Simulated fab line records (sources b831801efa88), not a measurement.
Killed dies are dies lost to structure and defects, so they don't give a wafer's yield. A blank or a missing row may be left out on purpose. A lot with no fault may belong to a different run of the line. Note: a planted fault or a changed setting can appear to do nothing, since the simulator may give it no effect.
fab line records ; flow sky130
[record] lots = 6; wafers = 18; lastDay = 50
route steps=708 shown RES_XHIGH@340 SD_N@342 SD_P@359 PAD_OPEN@708
lots that met no fault: taken from a fault-free run of the same line
startH: hours from the record's first day to the start of the lot's first wafer shown ; waitH: how many hours have passed since the lot's step before this one ; " unchanged from the row above ; L1.1+2: a single row standing in for several wafers ; - value missing, or start not given ; * or withheld: withheld ; < > ~ a bound
route shown NAME@n: a module of which the file shows steps, and the number in the route of the first ; usual: mean/standard deviation taken from wafers without a fault ; same: alike in all rows ; chamber/n: place in a boat ; sites: each site's reading ; _std_site: their standard deviation ; _edge_site: outer sites' mean less inner sites' ; radiusMm: for every site, how far away it sits from the centre of the wafer ; mask NAME#n: copy n ; behind: tool/chamber where the wafer was last shaped ; hold: cause of the lot's hold/its duration in hours/its outcome ; device: whichever transistor did not switch (one of n, p or np) ; end of line: the route-end tests of the same wafers ; a step with no rows: only its recipe ; killed: dies that structure and defects cost at the first sort, which is not the same as the wafer's yield ; map: shows each die of a wafer: x if killed, . if not, _ if none is there
set.NAME: the setting that was run; set.NAME@STEP: the one run at that earlier step ; model.NAME: the simulator's own value behind a step, which no gauge read
lots at selected steps of the route; one table per step, one row per wafer
services: from which hour (startH, from the record's first day; less than 0 if before it) a tool's chamber was out of use, for how many hours, and why
[[steps]]
[step SKY_RES_XHIGH_STRIP_08]
[recipe] chemistry = O2/N2; powerW = 1400; pressureMtorr = 1500; platenTempC = withheld; o2FlowSccm = 3000; n2FlowSccm = 300; overashFraction = 0.5
[usual] drypumpMotorCurrentA = 5.8/0.44; oesProductAu = 0.712/0.0045; stripTimeToEndpointS = 14.28/0.044
lot.wafer;tool;chamber;startH;waitH;drypumpMotorCurrentA;oesProductAu;rfHoursCounterH;stripTimeToEndpointS
L465.3;plasmaAsher-04;0;672.61;0.1;6.6;0.720;-;14.28
L465.4;plasmaAsher-04;1;672.61;0.1;5.5;0.714;-;14.30
L465.5;plasmaAsher-04;1;672.61;0.1;5.5;0.714;-;14.26
L468.3;plasmaAsher-01;1;691.69;0.1;5.7;0.713;-;14.26
L468.4;plasmaAsher-01;0;691.69;0.1;6.1;0.709;-;14.27
L468.6;plasmaAsher-01;0;691.69;0.1;6.1;0.701;-;14.25
L474.1;plasmaAsher-03;0;747.96;0.1;5.3;0.710;0;14.26
L474.2;plasmaAsher-03;1;747.96;0.1;5.3;0.714;0;14.23
L474.6;plasmaAsher-03;0;747.96;0.1;5.3;0.709;-;14.20
L479.2;plasmaAsher-01;1;790.91;0.1;5.7;0.706;36;14.24
L479.3;plasmaAsher-01;0;790.91;0.1;6.1;0.713;-;14.28
L479.6;plasmaAsher-01;0;790.91;0.1;6.1;0.704;-;14.30
L482.2;plasmaAsher-01;1;801.95;0.1;5.7;0.712;37;14.33
L482.3;plasmaAsher-01;1;801.95;0.1;5.7;0.712;-;14.37
L482.6;plasmaAsher-01;0;801.95;0.1;6.1;0.715;-;14.33
L481.4;plasmaAsher-03;1;806.74;0.1;5.2;0.705;-;14.35
L481.5;plasmaAsher-03;0;806.74;0.1;5.3;0.712;-;14.35
L481.6;plasmaAsher-03;1;806.74;0.1;5.2;0.709;-;14.35
[step SKY_RES_XHIGH_TW_MEAS_09]
[usual] RES_XHIGH_TW = 1644/16
lot.wafer;tool;chamber;startH;waitH;RES_XHIGH_TW
L465.3;filmMetro-03;-;672.70;0.1;1638
L465.4;filmMetro-03;-;672.70;0.1;1638
L465.5;filmMetro-03;-;672.70;0.1;1641
L468.3;filmMetro-03;-;691.78;0.1;1643
L468.4;filmMetro-03;-;691.78;0.1;1643
L468.6;filmMetro-03;-;691.78;0.1;1639
L474.1;filmMetro-02;-;748.06;0.1;1657
L474.2;filmMetro-02;-;748.06;0.1;1653
L474.6;filmMetro-02;-;748.06;0.1;1659
L479.2;filmMetro-03;-;791.02;0.1;1657
L479.3;filmMetro-03;-;791.02;0.1;1647
L479.6;filmMetro-03;-;791.02;0.1;1658
L482.2;filmMetro-02;-;802.06;0.1;1658
L482.3;filmMetro-02;-;802.06;0.1;1664
L482.6;filmMetro-02;-;802.06;0.1;1663
L481.4;filmMetro-04;-;806.85;0.1;1613
L481.5;filmMetro-04;-;806.85;0.1;1621
L481.6;filmMetro-04;-;806.85;0.1;1615
[step SKY_SD_N_DEHYDRATE_00]
[recipe] tempC = 200; timeS = 60
[step SKY_SD_N_HMDS_01]
[recipe] primeTimeS = 60; primeTempC = 120
[step SKY_SD_N_COAT_02]
[recipe] resist = NOVOLAK; spinRpm = 3000; resistThkNm = 1140
[step SKY_SD_N_SOFTBAKE_03]
[recipe] tempC = 90; timeS = 60; resist = NOVOLAK
[step SKY_SD_N_EXPOSE_04]
[recipe] maskId = NSDM; na = 0.6; sourceShape = conventional; sigmaOuter = 0.6; polarization = unpolarized; targetCdNm = 380; doseMj = 141
[step SKY_SD_N_PEB_05]
[recipe] tempC = withheld; timeS = *; resist = NOVOLAK
[step SKY_SD_N_DEVELOP_06]
[recipe] resist = NOVOLAK; developer = TMAH; developTimeS = 60; devTempC = 23
[step SKY_SD_N_CD_MEAS_07]
[recipe] targetCdNm = 380
[usual] cdNm = 379.9/3
lot.wafer;tool;chamber;startH;waitH;cdNm
L465.3;cdSem-02;-;699.89;0.1;386.6
L465.4;cdSem-02;-;699.89;0.1;387.2
L465.5;cdSem-02;-;699.89;0.1;385.4
L468.3;cdSem-01;-;719.54;0.1;381.2
L468.4;cdSem-01;-;719.54;0.1;380.1
L468.6;cdSem-01;-;719.54;0.1;380.2
L474.1;cdSem-02;-;774.84;0.1;380.8
L474.2;cdSem-02;-;774.84;0.1;380.2
L474.6;cdSem-02;-;774.84;0.1;379.2
L479.2;cdSem-02;-;817.40;0.2;376.5
L479.3;cdSem-02;-;817.40;0.2;374.1
L479.6;cdSem-02;-;817.40;0.2;376.3
L482.2;cdSem-01;-;829.00;0.1;375.7
L482.3;cdSem-01;-;829.00;0.1;378.8
L482.6;cdSem-01;-;829.00;0.1;375.6
L481.4;cdSem-01;-;832.75;0.1;379.9
L481.5;cdSem-01;-;832.75;0.1;377.9
L481.6;cdSem-01;-;832.75;0.1;378.2
[step SKY_SD_N_OVL_MEAS_08]
[usual] SD_N_OVL = -0.9/1.6
lot.wafer;tool;chamber;startH;waitH;SD_N_OVL[nm]
L465.3;overlay-02;-;699.98;0.1;0.0
L465.4;overlay-02;-;699.98;0.1;-0.6
L465.5;overlay-02;-;699.98;0.1;-1.1
L468.3;overlay-02;-;719.63;0.1;-2.3
L468.4;overlay-02;-;719.63;0.1;-2.7
L468.6;overlay-02;-;719.63;0.1;-1.9
L474.1;overlay-01;-;774.96;0.1;2.1
L474.2;overlay-01;-;774.96;0.1;2.7
L474.6;overlay-01;-;774.96;0.1;1.3
L479.2;overlay-02;-;817.51;0.1;-1.8
L479.3;overlay-02;-;817.51;0.1;-0.5
L479.6;overlay-02;-;817.51;0.1;0.6
L482.2;overlay-02;-;829.10;0.1;-0.4
L482.3;overlay-02;-;829.10;0.1;-0.5
L482.6;overlay-02;-;829.10;0.1;0.3
L481.4;overlay-02;-;832.82;0.1;-0.2
L481.5;overlay-02;-;832.82;0.1;-1.8
L481.6;overlay-02;-;832.82;0.1;-0.1
[step SKY_SD_N_IMPLANT_09]
[recipe] species = As; energyKev = 50; doseCm2 = 4e+15; tiltDeg = 0
[step SKY_SD_N_IMPLANT_10]
[recipe] species = P; energyKev = 20; doseCm2 = 1e+14; tiltDeg = 0
[usual] doseIonsCm2 = 1.0002e+14/1.2e+11
lot.wafer;tool;chamber;startH;waitH;doseIonsCm2
L465.3;implanter-01;0;700.21;0.1;9.997e+13
L465.4;implanter-01;0;700.21;0.1;1.0001e+14
L465.5;implanter-01;0;700.21;0.1;1.0006e+14
L465.3;implanter-01;0;700.52;0.3;1.0003e+14
L465.4;implanter-01;0;700.52;0.3;1.0005e+14
L465.5;implanter-01;0;700.52;0.3;1.0006e+14
L468.3;implanter-04;0;719.86;0.1;9.988e+13
L468.4;implanter-04;0;719.86;0.1;9.988e+13
L468.6;implanter-04;0;719.86;0.1;1e+14
L468.3;implanter-04;0;720.17;0.3;1.0004e+14
L468.4;implanter-04;0;720.17;0.3;9.993e+13
L468.6;implanter-04;0;720.17;0.3;1.0015e+14
L474.1;implanter-04;0;775.14;0.1;9.997e+13
L474.2;implanter-04;0;775.14;0.1;1.0015e+14
L474.6;implanter-04;0;775.14;0.1;9.999e+13
L479.2;implanter-01;0;817.71;0.1;9.995e+13
L479.3;implanter-01;0;817.71;0.1;9.99e+13
L479.6;implanter-01;0;817.71;0.1;9.987e+13
L482.2;implanter-02;0;829.31;0.1;1.0015e+14
L482.3;implanter-02;0;829.31;0.1;1.001e+14
L482.6;implanter-02;0;829.31;0.1;1.0015e+14
L481.4;implanter-04;0;833.07;0.1;9.999e+13
L481.5;implanter-04;0;833.07;0.1;1.002e+14
L481.6;implanter-04;0;833.07;0.1;9.987e+13
[step SKY_SD_N_STRIP_11]
[recipe] chemistry = O2/N2; powerW = 1400; pressureMtorr = 1500; platenTempC = withheld; o2FlowSccm = 3000; n2FlowSccm = 300; overashFraction = 0.5
[usual] drypumpMotorCurrentA = 5.9/0.5; oesProductAu = 0.528/0.0047; stripTimeToEndpointS = 22.54/0.035
lot.wafer;tool;chamber;startH;waitH;drypumpMotorCurrentA;oesProductAu;rfHoursCounterH;stripTimeToEndpointS
L465.3;plasmaAsher-01;1;700.66;0.1;5.7;0.525;-;22.58
L465.4;plasmaAsher-01;0;700.66;0.1;6.1;0.529;-;22.56
L465.5;plasmaAsher-01;1;700.66;0.1;5.7;0.525;-;22.60
L468.3;plasmaAsher-01;1;720.31;0.1;5.7;0.525;-;22.53
L468.4;plasmaAsher-01;0;720.31;0.1;6.1;0.517;-;22.56
L468.6;plasmaAsher-01;1;720.31;0.1;5.7;0.532;-;22.55
L474.1;plasmaAsher-04;0;775.29;0.1;6.6;0.525;66;22.58
L474.2;plasmaAsher-04;1;775.29;0.1;5.5;0.534;66;22.53
L474.6;plasmaAsher-04;1;775.29;0.1;5.5;0.525;-;22.57
L479.2;plasmaAsher-01;0;817.84;0.1;6.1;0.528;38;22.55
L479.3;plasmaAsher-01;1;817.84;0.1;5.7;0.529;-;22.58
L479.6;plasmaAsher-01;1;817.84;0.1;5.7;0.536;-;22.61
L482.2;plasmaAsher-01;1;829.43;0.1;5.7;0.530;40;22.54
L482.3;plasmaAsher-01;0;829.43;0.1;6.1;0.526;-;22.49
L482.6;plasmaAsher-01;0;829.43;0.1;6.1;0.530;-;22.52
L481.4;plasmaAsher-02;0;833.18;0.1;4.9;0.530;-;22.51
L481.5;plasmaAsher-02;0;833.18;0.1;4.9;0.522;-;22.56
L481.6;plasmaAsher-02;1;833.18;0.1;6.1;0.521;-;22.52
[step SKY_SD_N_TW_MEAS_12]
[usual] SD_N_TW = 4000/37
lot.wafer;tool;chamber;startH;waitH;SD_N_TW
L465.3;filmMetro-02;-;700.74;0.1;4025
L465.4;filmMetro-02;-;700.74;0.1;4021
L465.5;filmMetro-02;-;700.74;0.1;4017
L468.3;filmMetro-02;-;720.39;0.1;4008
L468.4;filmMetro-02;-;720.39;0.1;3988
L468.6;filmMetro-02;-;720.39;0.1;4008
L474.1;filmMetro-02;-;775.39;0.1;4007
L474.2;filmMetro-02;-;775.39;0.1;4020
L474.6;filmMetro-02;-;775.39;0.1;4013
L479.2;filmMetro-02;-;817.95;0.1;4035
L479.3;filmMetro-02;-;817.95;0.1;4030
L479.6;filmMetro-02;-;817.95;0.1;4051
L482.2;filmMetro-02;-;829.54;0.1;4068
L482.3;filmMetro-02;-;829.54;0.1;4054
L482.6;filmMetro-02;-;829.54;0.1;4032
L481.4;filmMetro-04;-;833.27;0.1;3955
L481.5;filmMetro-04;-;833.27;0.1;3933
L481.6;filmMetro-04;-;833.27;0.1;3937
[step SKY_SD_N_CLEAN_13]
[recipe] chemistry = SC1/SC2; mix = 1:4:20; tempC = 70; timeS = 150; dry = n2Spin
[step SKY_SD_N_RTA_14]
[recipe] tempC = 1075; timeS = 2; idleTempC = 650; rampUpCPerS = 150; rampDownCPerS = 90; ambient = N2
[usual] lampPowerPct = 15.73/0.055; wafer_temp_C_max = 1078.2/1.2
lot.wafer;tool;chamber;startH;waitH;lampPowerPct;wafer_temp_C_max
L465.3;rtpAnneal-01;0;700.85;0.0;15.78;1076.9
L465.4;rtpAnneal-01;0;700.85;0.0;15.73;1078.5
L465.5;rtpAnneal-01;0;700.85;0.0;15.66;1078.2
L468.3;rtpAnneal-01;0;720.52;0.0;15.75;1077.6
L468.4;rtpAnneal-01;0;720.52;0.0;15.82;1077.4
L468.6;rtpAnneal-01;0;720.52;0.0;15.66;1077.3
L474.1;rtpAnneal-01;0;775.51;0.0;15.70;1079.4
L474.2;rtpAnneal-01;0;775.51;0.0;15.67;1078.1
L474.6;rtpAnneal-01;0;775.51;0.0;15.68;1078.2
L479.2;rtpAnneal-02;0;818.10;0.0;15.72;1077.5
L479.3;rtpAnneal-02;0;818.10;0.0;15.70;1077.6
L479.6;rtpAnneal-02;0;818.10;0.0;15.71;1077.6
L482.2;rtpAnneal-01;0;829.65;0.0;15.75;1077.4
L482.3;rtpAnneal-01;0;829.65;0.0;15.77;1080.1
L482.6;rtpAnneal-01;0;829.65;0.0;15.64;1081.7
L481.4;rtpAnneal-01;0;833.38;0.0;15.64;1076.7
L481.5;rtpAnneal-01;0;833.38;0.0;15.67;1077.5
L481.6;rtpAnneal-01;0;833.38;0.0;15.68;1079.9
[step SKY_SD_N_RS_MEAS_16]
[recipe] thkMeasGauge = four-point-probe
[usual] SD_N_RS = 68.60/0.18
lot.wafer;tool;chamber;startH;waitH;SD_N_RS[ohm/sq]
L465.3;filmMetro-04;-;701.05;0.1;65.88
L465.4;filmMetro-04;-;701.05;0.1;65.96
L465.5;filmMetro-04;-;701.05;0.1;66.08
L468.3;filmMetro-02;-;720.75;0.1;66.22
L468.4;filmMetro-02;-;720.75;0.1;66.32
L468.6;filmMetro-02;-;720.75;0.1;66.27
L474.1;filmMetro-02;-;775.69;0.1;68.81
L474.2;filmMetro-02;-;775.69;0.1;68.97
L474.6;filmMetro-02;-;775.69;0.1;68.84
L479.2;filmMetro-03;-;818.29;0.1;68.29
L479.3;filmMetro-03;-;818.29;0.1;68.48
L479.6;filmMetro-03;-;818.29;0.1;68.38
L482.2;filmMetro-02;-;829.84;0.1;68.74
L482.3;filmMetro-02;-;829.84;0.1;68.73
L482.6;filmMetro-02;-;829.84;0.1;68.68
L481.4;filmMetro-02;-;833.59;0.1;68.88
L481.5;filmMetro-02;-;833.59;0.1;68.91
L481.6;filmMetro-02;-;833.59;0.1;68.92
[step SKY_SD_N_RS_MEAS_17]
[recipe] thkMeasGauge = four-point-probe
[usual] SD_P_RS = 147.3/0.46
lot.wafer;tool;chamber;startH;waitH;SD_P_RS[ohm/sq]
L465.3;filmMetro-04;-;701.17;0.1;147.4
L465.4;filmMetro-04;-;701.17;0.1;147.2
L465.5;filmMetro-04;-;701.17;0.1;147.8
L468.3;filmMetro-02;-;720.87;0.1;147.6
L468.4;filmMetro-02;-;720.87;0.1;147.9
L468.6;filmMetro-02;-;720.87;0.1;147.9
L474.1;filmMetro-02;-;775.81;0.1;147.7
L474.2;filmMetro-02;-;775.81;0.1;147.5
L474.6;filmMetro-02;-;775.81;0.1;147.4
L479.2;filmMetro-03;-;818.41;0.1;146.7
L479.3;filmMetro-03;-;818.41;0.1;147.1
L479.6;filmMetro-03;-;818.41;0.1;147.0
L482.2;filmMetro-02;-;829.96;0.1;147.3
L482.3;filmMetro-02;-;829.96;0.1;147.2
L482.6;filmMetro-02;-;829.96;0.1;147.2
L481.4;filmMetro-02;-;833.71;0.1;147.7
L481.5;filmMetro-02;-;833.71;0.1;147.4
L481.6;filmMetro-02;-;833.71;0.1;148.0
[step SKY_PAD_OPEN_PROBE_99]
[usual] killed_at_M0_to_M3 = 43/6.7; killed_at_M4_up = 3.1/1.9; killedAtContacts = 25/5; killedAtFrontEnd = 15/4; killedAtOther = 0.4/0.69; killedDies = 87/9.2; killedOpen = 46/7.1; killedShort = 40/6.8
[same] grossDies = 492; killedAtBackSide = 0
lot.wafer;tool;chamber;startH;waitH;killed_at_M0_to_M3;killed_at_M4_up;killedAtContacts;killedAtFrontEnd;killedAtOther;killedDies;killedOpen;killedShort;model.etest.sonosUncharged.rOnOhmUm;model.etest.resNdiff.lineOhmUm;model.etest.resNdiff.rsOhmSq;model.etest.resNdiffHv.rsOhmSq
L465.3;prober-01;-;1116.98;0.2;48;1;25;11;0;85;46;39;798;750;114;109.5
L465.4;prober-01;-;1117.03;0.2;37;0;28;18;0;83;39;43;804.2;770.7;114.8;108.7
L465.5;prober-01;-;1117.08;0.2;61;2;26;13;0;102;51;50;808.4;740.9;116.2;108.6
L468.3;prober-02;-;1129.61;0.2;46;2;27;14;0;89;53;36;774.8;744.6;118.7;113.5
L468.4;prober-02;-;1129.66;0.2;47;3;21;10;0;81;48;32;791;765;118.7;113
L468.6;prober-02;-;1129.76;0.2;44;2;35;18;0;99;54;45;796.9;758.7;119.2;112.9
L474.1;prober-02;-;1168.67;0.1;45;2;20;17;0;84;53;30;814.3;762.3;120;114.8
L474.2;prober-02;-;1168.72;0.1;45;2;27;18;0;92;53;38;808.7;759.5;120.8;114
L474.6;prober-02;-;1168.92;0.2;44;1;31;11;1;88;52;35;800.6;755;120.6;114.4
L479.2;prober-01;-;1195.88;0.1;36;5;26;13;0;80;38;42;827.1;754.9;119.3;114.6
L479.3;prober-01;-;1195.93;0.2;39;3;30;17;0;89;43;46;806.5;772.1;120;114.8
L479.6;prober-01;-;1196.08;0.2;48;7;31;9;0;95;44;51;819.6;774.2;118.1;115
L482.2;prober-01;-;1204.66;0.1;33;1;24;17;1;76;41;35;831.1;780.1;119.5;114.2
L482.3;prober-01;-;1204.71;0.2;38;3;25;14;0;80;45;35;816.7;763;119.5;113.6
L482.6;prober-01;-;1204.86;0.2;43;7;30;15;0;95;46;49;828.5;780.6;119.6;113.4
L481.4;prober-02;-;1206.32;0.2;40;2;25;13;0;80;50;28;824;750;119.7;114.7
L481.5;prober-02;-;1206.37;0.2;47;10;22;15;0;94;45;49;821.4;767.4;120.4;114.6
L481.6;prober-02;-;1206.42;0.2;28;2;30;15;0;75;40;34;815.9;773.6;120.2;115.2
// killed by level:class
L465.3 METAL1:geometricParticle:short=10 VIA3:geometricParticle:open=9 CONTACT:geometricParticle:open=9 LI_CONTACT:geometricParticle:open=8 VIA1:geometricParticle:open=7 CONTACT:geometricParticle:short=6 METAL2:geometricParticle:short=6 VIA2:geometricParticle:open=6
L465.4 VIA3:geometricParticle:open=9 CONTACT:geometricParticle:open=9 LOCAL_INTERCONNECT:geometricParticle:short=8 FIELD_ISO:geometricParticle:short=7 VIA1:geometricParticle:open=5 VIA2:geometricParticle:open=5 FIELD_ISO:geometricParticle:open=4 POLY_GATE:geometricParticle:short=4
L465.5 METAL2:geometricParticle:short=14 VIA1:geometricParticle:open=11 METAL1:geometricParticle:short=9 VIA3:geometricParticle:open=9 LI_CONTACT:geometricParticle:open=7 CONTACT:geometricParticle:open=7 LOCAL_INTERCONNECT:geometricParticle:short=5 CONTACT:geometricParticle:short=5
L468.3 CONTACT:geometricParticle:open=14 VIA1:geometricParticle:open=13 METAL1:geometricParticle:short=9 VIA2:geometricParticle:open=7 LI_CONTACT:geometricParticle:open=5 VIA3:geometricParticle:short=5 LOCAL_INTERCONNECT:geometricParticle:short=4 VIA3:geometricParticle:open=4
L468.4 VIA1:geometricParticle:open=10 VIA2:geometricParticle:open=10 VIA1:geometricParticle:short=7 LI_CONTACT:geometricParticle:open=5 CONTACT:geometricParticle:short=5 POLY_GATE:geometricParticle:open=4 VIA3:geometricParticle:open=4 LOCAL_INTERCONNECT:geometricParticle:short=4
L468.6 CONTACT:geometricParticle:open=13 VIA1:geometricParticle:open=12 LOCAL_INTERCONNECT:geometricParticle:short=9 LI_CONTACT:geometricParticle:open=7 VIA1:geometricParticle:short=7 FIELD_ISO:geometricParticle:short=6 METAL1:geometricParticle:short=6 POLY_GATE:geometricParticle:open=5
L474.1 CONTACT:geometricParticle:open=11 VIA2:geometricParticle:open=11 VIA1:geometricParticle:open=10 POLY_GATE:geometricParticle:open=7 METAL1:geometricParticle:short=7 LI_CONTACT:geometricParticle:open=5 FIELD_ISO:geometricParticle:short=4 METAL2:geometricParticle:short=4
L474.2 VIA1:geometricParticle:open=15 LI_CONTACT:geometricParticle:open=9 METAL1:geometricParticle:short=6 CONTACT:geometricParticle:open=6 METAL2:geometricParticle:short=6 POLY_GATE:geometricParticle:open=5 LI_CONTACT:geometricParticle:short=5 LOCAL_INTERCONNECT:geometricParticle:short=5
L474.6 CONTACT:geometricParticle:open=13 VIA1:geometricParticle:open=13 CONTACT:geometricParticle:short=8 METAL2:geometricParticle:short=7 FIELD_ISO:geometricParticle:open=5 LI_CONTACT:geometricParticle:open=5 VIA1:geometricParticle:short=5 VIA3:geometricParticle:open=5
L479.2 CONTACT:geometricParticle:open=8 LOCAL_INTERCONNECT:geometricParticle:short=7 VIA1:geometricParticle:open=7 LI_CONTACT:geometricParticle:open=6 POLY_GATE:geometricParticle:open=5 VIA1:geometricParticle:short=5 VIA3:geometricParticle:short=5 METAL1:geometricParticle:short=4
L479.3 CONTACT:geometricParticle:open=12 VIA1:geometricParticle:open=11 LOCAL_INTERCONNECT:geometricParticle:short=8 METAL2:geometricParticle:short=8 POLY_GATE:geometricParticle:short=6 METAL1:geometricParticle:short=5 POLY_GATE:geometricParticle:open=4 CONTACT:geometricParticle:short=4
L479.6 VIA1:geometricParticle:open=13 CONTACT:geometricParticle:open=9 METAL1:geometricParticle:short=9 CONTACT:geometricParticle:short=8 FIELD_ISO:geometricParticle:short=6 LI_CONTACT:geometricParticle:open=6 METAL2:geometricParticle:short=5 METAL4:geometricParticle:short=5
L482.2 CONTACT:geometricParticle:open=9 METAL1:geometricParticle:short=8 VIA1:geometricParticle:open=6 LOCAL_INTERCONNECT:geometricParticle:short=5 VIA2:geometricParticle:open=5 FIELD_ISO:geometricParticle:open=3 FIELD_ISO:geometricParticle:short=3 CONTACT:geometricParticle:short=3
L482.3 CONTACT:geometricParticle:open=9 LI_CONTACT:geometricParticle:open=7 VIA1:geometricParticle:open=7 VIA3:geometricParticle:open=7 FIELD_ISO:geometricParticle:short=6 VIA1:geometricParticle:short=5 VIA2:geometricParticle:open=5 METAL3:geometricParticle:short=5
L482.6 VIA1:geometricParticle:open=10 METAL2:geometricParticle:short=9 CONTACT:geometricParticle:short=8 LI_CONTACT:geometricParticle:open=8 VIA3:geometricParticle:open=7 CONTACT:geometricParticle:open=6 LOCAL_INTERCONNECT:geometricParticle:short=5 METAL4:geometricParticle:short=5
L481.4 CONTACT:geometricParticle:open=12 VIA1:geometricParticle:open=9 METAL1:geometricParticle:short=8 LI_CONTACT:geometricParticle:open=7 VIA3:geometricParticle:open=6 VIA2:geometricParticle:open=4 VIA2:geometricParticle:short=4 FIELD_ISO:geometricParticle:open=3
L481.5 VIA1:geometricParticle:open=10 METAL1:geometricParticle:short=6 CONTACT:geometricParticle:open=6 VIA3:geometricParticle:short=6 METAL4:geometricParticle:short=6 METAL2:geometricParticle:short=6 FIELD_ISO:geometricParticle:open=5 POLY_GATE:geometricParticle:short=5
L481.6 CONTACT:geometricParticle:open=8 LI_CONTACT:geometricParticle:open=8 FIELD_ISO:geometricParticle:short=7 VIA3:geometricParticle:open=6 LI_CONTACT:geometricParticle:short=5 CONTACT:geometricParticle:short=4 LOCAL_INTERCONNECT:geometricParticle:short=4 VIA1:geometricParticle:open=4
[[services]]
tool;chamber;startH;hours;kind
implanter-04;-;651.21;9.9;repair
plasmaAsher-01;-;653.95;1.4;repair
plasmaAsher-04;-;654.22;2.8;pm
implanter-02;-;702.42;0.8;repair
rtpAnneal-02;-;716.81;5.7;pm
plasmaAsher-03;-;717.84;0.6;repair
implanter-02;-;724.22;4.8;repair
plasmaAsher-03;-;733.75;9.0;pm
plasmaAsher-03;0;733.75;9.0;ventCycle
plasmaAsher-03;1;733.75;9.0;ventCycle
plasmaAsher-03;0;742.75;-;clean
plasmaAsher-03;1;742.75;-;clean
implanter-02;-;743.79;5.7;pm
plasmaAsher-03;-;745.64;1.0;repair
implanter-02;-;750.74;1.5;repair
implanter-04;-;762.80;2.0;repair
plasmaAsher-04;-;778.82;2.6;repair
implanter-01;-;818.16;1.2;repair
plasmaAsher-03;-;823.44;1.9;repair
implanter-02;-;830.85;3.7;pm
[[key]]
[firstSign] step = SKY_SD_N_IMPLANT_10; reading = visit; direction = added
[effect] step = SKY_SD_N_RS_MEAS_16; reading = SD_N_RS; direction = down; sigmas = 14; usual = 68.60; struck = 66.12
[modelEffect] step = SKY_PAD_OPEN_PROBE_99; value = etest.sonosUncharged.rOnOhmUm; without = 814.4; struck = 795.5
metAt SKY_SD_N_IMPLANT_10
struckWafers L465.3,L465.4,L465.5,L468.3,L468.4,L468.6
testerLeftOut L465,L468
[fault] kind = repeatedStepWhole; tool = implanter-01,implanter-02,implanter-04; chamber = -; onsetH = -; steps = SKY_SD_N_IMPLANT_10; times = 1; scope = struckLotsOnly
// testerLeftOut: of these lots the tester's yield and bins aren't shown, on N5 and GAA mostly nor the transistor test; their killed dies are dies lost to structure and defects alone, not to doping, threshold or leakage, so they don't give the yield
